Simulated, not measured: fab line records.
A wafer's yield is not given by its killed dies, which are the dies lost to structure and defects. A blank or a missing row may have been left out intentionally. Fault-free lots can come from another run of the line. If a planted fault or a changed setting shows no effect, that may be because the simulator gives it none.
Matching of chambers    flow gf180mcu    GF_V3_CMP_04 on cmp-02: 4 sister chambers
The step polishes SiO2. 8 wafers are shown with their chamber, then 7 later ones without.

## WAFERS WITH THEIR CHAMBER
wafer   chamber  motorCurrentA (A)  edgeZonePressureFrac
L920.6  0        12.5               1.004
L921.4  1        12.6               1.003
L921.5  1        12.3               1.004
L932.3  0        12.4               0.999
L936.2  3        12.6               1.006
L936.6  3        12.0               1.004
L939.4  2        10.8               0.996
L939.5  2        11.3               0.997

## WAFERS WITH NO CHAMBER GIVEN
wafer   motorCurrentA (A)  edgeZonePressureFrac
L939.6  12.8               0.998
L940.1  11.1               1.002
L940.3  13.1               0.998
L940.4  12.4               0.999
L941.1  12.4               1.005
L941.3  10.6               0.996
L941.6  13.2               1.007

## CHAMBER TAKEN BY EACH
wafer   from the rows above                in truth
L939.6  can't be placed: 0 or 1 or 3       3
L940.1  can't be placed: 2 or 3 or 0 or 1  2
L940.3  can't be placed: 0 or 1 or 3       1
L940.4  can't be placed: 0 or 1 or 3       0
L941.1  can't be placed: 3 or 1 or 0       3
L941.3  2                                  2
L941.6  can't be placed: 1 or 3 or 0       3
1 of 7 placed correctly. These rows do not allow placing 6 (true chamber among the candidates in 6). Number placed wrongly: 0.
How it was worked out, from the rows above alone: a wafer's distance from a chamber is the root of the sum, over the readings, of the square of ((its reading less the chamber's mean) divided by the reading's scatter). The wafer belongs to the nearest chamber; if the next one is less than 2 further off, it can't be placed. The mean given for a chamber averages the wafers shown for that chamber. The scatter: the root of (the sum of the squares of (reading less its chamber's mean) over the shown wafers, divided by (wafers less chambers)).
